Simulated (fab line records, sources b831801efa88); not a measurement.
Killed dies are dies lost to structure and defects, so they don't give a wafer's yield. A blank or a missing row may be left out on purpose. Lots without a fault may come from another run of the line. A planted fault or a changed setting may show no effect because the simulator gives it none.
Which tool did it? | flow sky130 | 7 lots, 20 wafers sampled, at 1 step of a route of 708

WHAT THE GAUGES READ, wafer by wafer
SKY_FIELD_ISO_THK_MEAS_02.
lot  | measured    | on            | FIELD_ISO_OXIDATION_00_THK (nm)
L867 | day 1 16:38 | film_metro-04 | 12.06 11.91 11.94
L870 | day 2 09:15 | film_metro-03 | 12.21 12.14 12.03
L874 | day 3 03:39 | film_metro-04 | 11.77 11.89 11.85
L876 | day 3 13:46 | film_metro-01 | 12.35 12.11 12.48
L878 | day 4 03:31 | film_metro-01 | 12.13 11.96 11.79
L882 | day 4 22:15 | film_metro-01 | 12.71 12.51 12.29
L885 | day 5 10:40 | film_metro-03 | 12.23 12.07

WHICH TOOL RAN EACH LOT (tool, then ch and the chambers of the sampled wafers, then the start)
The record holds no process step before these readings.

THE ANSWER, worked out from the rows above alone
Rule: what is usual is taken from the lots themselves. Put in order of their means at a reading, lots are off if they are a third of the lots or fewer, leave a main group of 4 or more, and stand apart from it by a gap of 3 or more times the standard deviation of the main group's means; of several such gaps the widest counts. A main group whose means are all the same, to the digits that the tables above print for the reading, isn't used. A lot without any number at a reading at which 4 lots or more have one is off too. The other lots that the step has rows for count as sound.
No lot is off at any reading shown: from this, nothing can be told.

WHAT THE SIMULATOR HAD PUT IN
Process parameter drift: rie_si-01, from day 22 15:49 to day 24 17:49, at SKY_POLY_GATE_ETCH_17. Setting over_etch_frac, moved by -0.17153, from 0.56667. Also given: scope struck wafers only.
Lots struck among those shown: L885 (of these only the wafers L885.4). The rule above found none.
